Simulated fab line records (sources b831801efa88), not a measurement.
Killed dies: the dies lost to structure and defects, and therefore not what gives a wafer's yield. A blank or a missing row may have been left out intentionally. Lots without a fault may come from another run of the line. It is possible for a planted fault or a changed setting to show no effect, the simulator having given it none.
Struck lot and sound lot, side by side / flow sky130 / 15 steps out of a route of 708
Sound: wafers L104.1, L104.3, L104.6. Wafers struck: L118.1, L118.5. At the end, the cause is stated.
For every step that has rows: the tool of each side, followed by ch and its chambers, followed by its first start. Under that, the readings that differ: sound wafers / struck wafers / difference of the means / sigmas: that difference in standard deviations of wafers without a fault.
alike: words and numbers the same on both sides, and readings whose means are apart by under 2 such deviations; not compared: readings that were withheld, readings missing a value for some wafer, numbers with overlapping values and no deviation given by the record, and bounds like >300 which may hide the same value.
The two part at a step that has a row with sigmas, a row that says differs or no value, or rows on one side only. Numbers that don't overlap but have no deviation are shown without sigmas and don't part them. Lack of a reading on every wafer of one side parts them only where that side has two or more wafers.

first, 8 steps without rows for these wafers: SKY_FIELD_ISO_DEHYDRATE_05 (time 60 s); SKY_FIELD_ISO_HMDS_06 (prime time 60 s); SKY_FIELD_ISO_COAT_07 (resist thk 60 nm); SKY_FIELD_ISO_COAT_08 (resist thk 450 nm); SKY_FIELD_ISO_SOFTBAKE_09 (time 90 s); SKY_FIELD_ISO_EXPOSE_10 (exposes mask FOM, target cd 150 nm); SKY_FIELD_ISO_PEB_11; SKY_FIELD_ISO_DEVELOP_12 (develop time 60 s).
SKY_FIELD_ISO_CD_MEAS_13 targets a cd of 150 nm.
  sound on cd sem-02 at day 3 06:13; struck on cd sem-02 at day 6 09:25
  alike: cd nm
SKY_FIELD_ISO_ETCH_14: etches BARC in N2/H2, stops on SiO2, time 45.9 s, target depth 60 nm.
  sound on rie diel-03 ch 0,2, day 3 06:20; struck on rie diel-04 ch 2,3, day 6 09:32
  alike: bias w, drypump motor current A, oes product au, run length s, throttle valve pct
  not compared: rf hours counter h
SKY_FIELD_ISO_ETCH_15: etches the open film in CHF3/O2, stops on Si, target depth 180 nm, time 72 s.
  sound on rie diel-03 ch 0,2, day 3 06:23; struck on rie diel-04 ch 2,3, day 6 09:35
  alike: bias w, drypump motor current A, oes product au, run length s, throttle valve pct
  not compared: rf hours counter h
SKY_FIELD_ISO_STRIP_16: strips in O2/N2.
  sound on plasma asher-01 ch 0,1, day 3 06:26; struck on plasma asher-03 ch 1, day 6 09:38
  alike: drypump motor current A, oes product au, strip time to endpoint s
  not compared: rf hours counter h
SKY_FIELD_ISO_ETCH_17: etches Si in HBr/Cl2/O2, target depth 342 nm, time 97.7 s.
  sound on rie si-02 ch 0,1,2, day 3 06:32; struck on rie si-02 ch 2,3, day 6 09:44
reading=bias w (W); sound=150.4 150.2 150.1; struck=- -; difference=no value on the struck wafers; sigmas=
reading=run length s (s); sound=125.9 125.7 125.7; struck=112.9 111.9; difference=-13.4; sigmas=-34
reading=model.etch.depth nm (nm); sound=338.3 344 342.2; struck=292.2 293.6; difference=-48.6; sigmas=
reading=model.FIELD_ISO.feature depth nm (nm); sound=338.3 344 342.2; struck=292.2 293.6; difference=-48.6; sigmas=
  alike: drypump motor current A, oes product au, throttle valve pct
  not compared: rf hours counter h
then, 1 step without rows for these wafers: SKY_FIELD_ISO_WET_ETCH_18 (etches Si3N4 in H3PO4, target depth 25 nm, time 286 s).
-- a jump in the record: the struck wafers' starts before and after are 44 days apart (it breaks off in module FIELD_ISO and resumes in module PAD_OPEN, where the first step shown is number 708 of the route) --
SKY_PAD_OPEN_PROBE_99:
  sound on prober-01 at day 47 06:47; struck on prober-01 at day 50 04:35
reading=model.etest.res_p_drift_20v.line ohm um; sound=1.1e+04 1.158e+04 1.145e+04; struck=9234 9136; difference=-2158; sigmas=
reading=model.etest.res_p_drift_20v.rs ohm sq; sound=9226 9481 9438; struck=7650 7662; difference=-1726; sigmas=
reading=model.etest.pfet_16v.r on ohm um; sound=1.486e+04 1.515e+04 1.489e+04; struck=1.37e+04 1.352e+04; difference=-1.36e+03; sigmas=
reading=model.etest.res iso pwell.rs ohm sq; sound=2785 2898 2896; struck=2380 2383; difference=-478; sigmas=
reading=model.etest.res iso pwell.line ohm um; sound=1054 1109 1086; struck=901.3 912.1; difference=-176.3; sigmas=
reading=model.etest.res nwell.line ohm um; sound=1042 1076 1083; struck=998.9 998.8; difference=-68.2; sigmas=
reading=model.etest.res nwell.rs ohm sq; sound=890 912.2 902.1; struck=829.7 835.6; difference=-68.8; sigmas=
reading=model.etest.res nwell.width nm (nm); sound=840.1 837.8 839.2; struck=830.3 827.8; difference=-10.0; sigmas=
  alike: killed_at_M0_to_M3, killed_at_M4_up, killed at contacts, killed at front end, killed at other, killed dies, killed open, killed short

## WHERE THEY PART
SKY_FIELD_ISO_ETCH_17 only, going by this record. Later steps at which nothing parts them and some readings are alike: SKY_PAD_OPEN_PROBE_99.

WHY: the cause the simulator had injected
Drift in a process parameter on rie si-02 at SKY_FIELD_ISO_ETCH_17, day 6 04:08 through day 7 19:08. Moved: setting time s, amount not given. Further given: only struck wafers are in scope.
